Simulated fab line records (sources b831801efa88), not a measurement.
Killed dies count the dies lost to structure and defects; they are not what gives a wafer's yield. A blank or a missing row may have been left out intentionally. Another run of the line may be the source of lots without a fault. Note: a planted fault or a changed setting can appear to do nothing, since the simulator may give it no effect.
Problem report in the 8D (eight disciplines) form, filled by code -- flow sky130 -- the parts of the form that need people (team, actions taken, sign-off) are left out

== 1. WHAT WENT WRONG ==
Mean LOCAL_INTERCONNECT_TIN_RS at SKY_LOCAL_INTERCONNECT_RS_MEAS_01: 20.33 ohm/sq over 3 wafers in 2 lots; fault-free wafers: 14.12 ohm/sq, standard deviation 0.17. That puts it +37 standard deviations away from the usual mean.
The step: measures by four-point-probe.
Earliest sighting: wafer L256.1 on filmMetro-01 at day 33 20:10. The record has a number at this step for 30 wafers belonging to 10 lots. Rule for "out", or "out of limits": more than 4 standard deviations from the usual mean. The rest of the wafers with a number are treated as sound.

== 2. WHAT IT IS; WHAT IT IS NOT ==
question,is,is not
which readings at this step,LOCAL_INTERCONNECT_TIN_RS,-
which lots,"L256, L257","L244, L246, L247, L249, L252, L258, L261, L265"
which wafers of those lots,"L256.1, L256.6, L257.1","L256.4, L257.3, L257.4"
read on which gauges,"filmMetro-01, filmMetro-03",-
when,from day 33 20:10,"up to then (16 sound wafers); but 11 sound wafers of L257, L258, L261, L265 came after"

== 3. SUSPECTS, AND WHAT RULES EACH OUT ==
Counting: a tool at a process step up to the reading stays a suspect if it ran every lot that is out. Sound lots after the first of them don't rule it out here, since some wafers of a struck lot are sound.
- the gauge at SKY_LOCAL_INTERCONNECT_RS_MEAS_01: ruled out. Those wafers that are out were read across 2 gauges (filmMetro-01, filmMetro-03).
- pvdSputter-01 at SKY_LOCAL_INTERCONNECT_SPUTTER_00 (material TiN, target thk 100 nm, time 83.3 s): kept. Every lot that is out went through it, the first being L256 (day 33 20:05); the last sound lot it ran before that was L252 (day 32 08:01).
Left after counting: pvdSputter-01 at SKY_LOCAL_INTERCONNECT_SPUTTER_00.

== 4. THE CAUSE (what the simulator had put in) ==
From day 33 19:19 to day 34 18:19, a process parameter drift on pvdSputter-01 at SKY_LOCAL_INTERCONNECT_SPUTTER_00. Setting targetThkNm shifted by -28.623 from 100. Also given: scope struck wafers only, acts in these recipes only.
Only this tool survived the counting.

== 5. SEQUENCE OF EFFECTS, ordered by route ==
One row per reading whose mean, taken over the struck wafers that have a number, lies over 3 standard deviations from the usual. Only readings whose record carries a usual standard deviation are examined. hours: median over the lots of the time between each lot's start at the first step of this table that gives one and its start at this step. sigmas: the change, counted in usual standard deviations.
hours,step,reading,usual,on struck wafers,change,sigmas
0,SKY_LOCAL_INTERCONNECT_RS_MEAS_01,LOCAL_INTERCONNECT_TIN_RS,14.12 ohm/sq,20.33,+6.21,+37
5,SKY_LOCAL_INTERCONNECT_THK_MEAS_02,LOCAL_INTERCONNECT_TIN_THK,97.5 nm,69.0,-28.5,-22
27,SKY_LOCAL_INTERCONNECT_METAL_ETCH_14,oesProductAu,0.943 a.u.,0.780,-0.163,-21
27,SKY_LOCAL_INTERCONNECT_METAL_ETCH_14,throttleValvePct,21.899 %,22.012,+0.113,+10
Here are the process steps it includes:
- SKY_LOCAL_INTERCONNECT_METAL_ETCH_14: etches TiN in Cl2/BCl3, stops on PSG, target depth 110 nm, time 31.4 s.
Later measuring or inspecting steps at which every struck wafer that the step has a row for has a number for every such reading, and none has moved that far: SKY_LOCAL_INTERCONNECT_OVL_MEAS_12, SKY_CONTACT_THK_MEAS_01.

== 6. HOW IT WOULD HAVE BEEN CAUGHT EARLIER ==
In this record the first reading out of limits at a measuring or inspecting step was taken at day 33 20:10, 1 hour after the fault began at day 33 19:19.
No tool reading at SKY_LOCAL_INTERCONNECT_SPUTTER_00 that has a usual standard deviation in the record was out on any struck wafer, so an alarm limit of 4 standard deviations on those readings would not have fired.
L257, from the lots that are out (2), started SKY_LOCAL_INTERCONNECT_SPUTTER_00 on pvdSputter-01 later than day 33 20:10. Had the tool been put on hold then, it would have been spared.
